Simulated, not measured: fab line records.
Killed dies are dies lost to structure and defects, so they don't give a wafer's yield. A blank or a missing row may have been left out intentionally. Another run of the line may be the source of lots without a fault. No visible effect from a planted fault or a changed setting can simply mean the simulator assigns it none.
Chamber matching || flow sky130 || SKY_FIELD_ISO_CMP_27 on cmp-01 has 4 sister chambers
The step polishes, stops on Si3N4, t overpolish 16 s, target thk 457.8 nm. 4 wafers are shown with their chamber, then 8 later ones without.

WAFERS PAIRED WITH THEIR CHAMBERS
{"wafer": "L598.6", "chamber": 1, "motor current A (A)": 11.2}
{"wafer": "L615.1", "chamber": 2, "motor current A (A)": 14.3}
{"wafer": "L615.3", "chamber": 3, "motor current A (A)": 14.2}
{"wafer": "L616.1", "chamber": 0, "motor current A (A)": 11.0}

WAFERS MISSING THEIR CHAMBER
{"wafer": "L616.5", "motor current A (A)": 11.4}
{"wafer": "L616.6", "motor current A (A)": 11.0}
{"wafer": "L617.1", "motor current A (A)": 14.9}
{"wafer": "L617.4", "motor current A (A)": 11.7}
{"wafer": "L617.5", "motor current A (A)": 11.3}
{"wafer": "L618.1", "motor current A (A)": 14.5}
{"wafer": "L618.2", "motor current A (A)": 11.0}
{"wafer": "L618.5", "motor current A (A)": 15.2}

CHAMBER TAKEN BY EACH
{"wafer": "L616.5", "from the rows above": "can't be placed: 1 or 0", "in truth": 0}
{"wafer": "L616.6", "from the rows above": "can't be placed: 0 or 1", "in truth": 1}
{"wafer": "L617.1", "from the rows above": "can't be placed: 2 or 3", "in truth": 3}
{"wafer": "L617.4", "from the rows above": "can't be placed: 1 or 0", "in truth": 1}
{"wafer": "L617.5", "from the rows above": "can't be placed: 1 or 0", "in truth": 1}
{"wafer": "L618.1", "from the rows above": "can't be placed: 2 or 3", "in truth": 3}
{"wafer": "L618.2", "from the rows above": "can't be placed: 0 or 1", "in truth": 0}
{"wafer": "L618.5", "from the rows above": "can't be placed: 2 or 3", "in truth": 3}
Placed correctly: 0 of 8. Unplaceable from these rows: 8, with the true chamber sitting among the candidates in 8. 0 placed wrongly.
How it was worked out, from the rows above alone: a wafer's distance from a chamber is the root of the sum, over the readings, of the square of ((its reading less the chamber's mean) divided by the reading's scatter). The wafer belongs to the nearest chamber; if the next one is less than 2 further off, it can't be placed. For every chamber, the mean is computed from those of its wafers that are shown. The scatter: with one shown wafer a chamber, the root of the mean of the squares of how far each hidden wafer lies from its nearest shown one.
